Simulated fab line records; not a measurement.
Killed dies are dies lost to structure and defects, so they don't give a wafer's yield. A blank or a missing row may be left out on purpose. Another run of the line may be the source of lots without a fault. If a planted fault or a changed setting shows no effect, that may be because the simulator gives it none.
Which tool was responsible? || flow sky130 || 6 lots with 18 wafers sampled at 3 steps, on a route of 708 steps

WHAT EACH GAUGE READ, for each wafer
SKY_FIELD_ISO_THK_MEAS_25.
{"lot": "L350", "measured": "day 2 10:59", "on": "film-metro-02", "FIELD_ISO_CVD_24_THK (nm)": "598 591 588"}
{"lot": "L355", "measured": "day 3 15:53", "on": "film-metro-01", "FIELD_ISO_CVD_24_THK (nm)": "595 597 596"}
{"lot": "L358", "measured": "day 4 06:14", "on": "film-metro-02", "FIELD_ISO_CVD_24_THK (nm)": "596 598 599"}
{"lot": "L362", "measured": "day 5 02:55", "on": "film-metro-02", "FIELD_ISO_CVD_24_THK (nm)": "603 603 599"}
{"lot": "L364", "measured": "day 5 13:01", "on": "film-metro-02", "FIELD_ISO_CVD_24_THK (nm)": "594 605 598"}
{"lot": "L367", "measured": "day 6 05:13", "on": "film-metro-02", "FIELD_ISO_CVD_24_THK (nm)": "596 600 596"}

WHAT TOOL EACH LOT RAN ON (gives the tool, then ch and the chambers of the sampled wafers, and finally the start)
{"lot": "L350", "SKY_FIELD_ISO_ETCH_14": "rie-diel-04 ch 0,1, day 2 09:07", "SKY_FIELD_ISO_STRIP_16": "plasma-asher-04 ch 0,1, day 2 09:13"}
{"lot": "L355", "SKY_FIELD_ISO_ETCH_14": "rie-diel-04 ch 1,3, day 3 13:25", "SKY_FIELD_ISO_STRIP_16": "plasma-asher-03 ch 0,1, day 3 13:31"}
{"lot": "L358", "SKY_FIELD_ISO_ETCH_14": "rie-diel-04 ch 0,1, day 4 03:58", "SKY_FIELD_ISO_STRIP_16": "plasma-asher-02 ch 0,1, day 4 04:04"}
{"lot": "L362", "SKY_FIELD_ISO_ETCH_14": "rie-diel-04 ch 0,3, day 5 00:40", "SKY_FIELD_ISO_STRIP_16": "plasma-asher-02 ch 1, day 5 00:46"}
{"lot": "L364", "SKY_FIELD_ISO_ETCH_14": "rie-diel-03 ch 0,2,3, day 5 10:26", "SKY_FIELD_ISO_STRIP_16": "plasma-asher-02 ch 0,1, day 5 10:32"}
{"lot": "L367", "SKY_FIELD_ISO_ETCH_14": "rie-diel-03 ch 0,1, day 6 02:20", "SKY_FIELD_ISO_STRIP_16": "plasma-asher-03 ch 0,1, day 6 02:28"}
- SKY_FIELD_ISO_ETCH_14: etches BARC in N2/H2, stops on SiO2, time 45.9 s, target depth 60 nm.
- SKY_FIELD_ISO_STRIP_16: strips in O2/N2.

THE ANSWER, worked out from the rows above alone
Rule: the usual values come from the lots themselves. The widest of any qualifying gaps counts: lots, ordered by their means at a reading, are off when they make up no more than a third of the lots, leave a main group of 4 or more, and stand apart from it by 3 or more times the standard deviation of that group's means. A main group whose means are all the same, to the digits that the tables above print for the reading, isn't used. A lot without any number at a reading at which 4 lots or more have one is off too. All remaining lots with rows at the step are treated as sound.
No lot is off on any of the readings shown, so nothing can be concluded from this.

WHAT THE SIMULATOR HAD PUT IN
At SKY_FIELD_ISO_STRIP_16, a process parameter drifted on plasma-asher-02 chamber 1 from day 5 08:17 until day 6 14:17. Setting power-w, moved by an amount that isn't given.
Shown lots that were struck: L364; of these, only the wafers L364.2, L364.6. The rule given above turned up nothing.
